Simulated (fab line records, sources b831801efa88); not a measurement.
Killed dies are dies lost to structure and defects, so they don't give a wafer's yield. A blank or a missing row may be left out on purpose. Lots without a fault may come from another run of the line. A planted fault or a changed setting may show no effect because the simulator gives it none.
Chamber matching | flow sfq_line | SFQ_TRILAYER_I7_CMP_CMP_184 on cmp-01: 4 sister chambers
The step polishes SiO2. 14 wafers are shown with their chamber, then 7 later ones without.

WAFERS WITH THEIR CHAMBER
wafer  | chamber | motor_current_A (A) | time_to_endpoint_s (s)
L688.2 | 2       | 9.0                 | 212
L688.4 | 1       | 9.8                 | 214
L688.6 | 3       | 8.4                 | 220
L689.1 | 0       | 10.3                | 217
L689.3 | 1       | 9.6                 | 219
L689.6 | 3       | 8.6                 | 226
L693.4 | 1       | 9.6                 | 223
L693.3 | 3       | 8.5                 | 221
L693.6 | 0       | 10.2                | 225
L703.1 | 1       | 9.8                 | 220
L703.3 | 3       | 8.4                 | 221
L703.5 | 2       | 9.1                 | 225
L705.1 | 3       | 8.7                 | 216
L705.3 | 0       | 9.9                 | 213

SIGNATURES (means of the wafers above)
reading            | chamber 0 | chamber 1 | chamber 2 | chamber 3 | scatter within a chamber
motor_current_A    | 10.133    | 9.700     | 9.050     | 8.520     | 0.141
time_to_endpoint_s | 218.33    | 219.00    | 218.50    | 220.80    | 5.02
Rule: a wafer's distance from a chamber is the root of the sum, over the readings, of the square of ((its reading less the chamber's mean) divided by the reading's scatter). The wafer belongs to the nearest chamber; if the next one is less than 2 further off, it can't be placed. The scatter: the root of (the sum of the squares of (reading less its chamber's mean) over the shown wafers, divided by (wafers less chambers)).

WAFERS WITHOUT THEIR CHAMBER
wafer  | motor_current_A (A) | time_to_endpoint_s (s)
L705.6 | 8.4                 | 222
L706.2 | 8.5                 | 218
L706.5 | 8.2                 | 224
L706.6 | 8.8                 | 215
L710.4 | 10.2                | 222
L710.3 | 8.7                 | 217
L710.5 | 8.4                 | 217

WHICH CHAMBER EACH WENT THROUGH
wafer  | from the rows above     | in truth
L705.6 | 3                       | 3
L706.2 | 3                       | 3
L706.5 | 3                       | 3
L706.6 | can't be placed: 2 or 3 | 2
L710.4 | 0                       | 0
L710.3 | can't be placed: 3 or 2 | 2
L710.5 | 3                       | 3
Placed correctly: 5 of 7. Can't be placed from these rows: 2 (the true chamber is among the candidates in 2). Placed wrongly: 0.
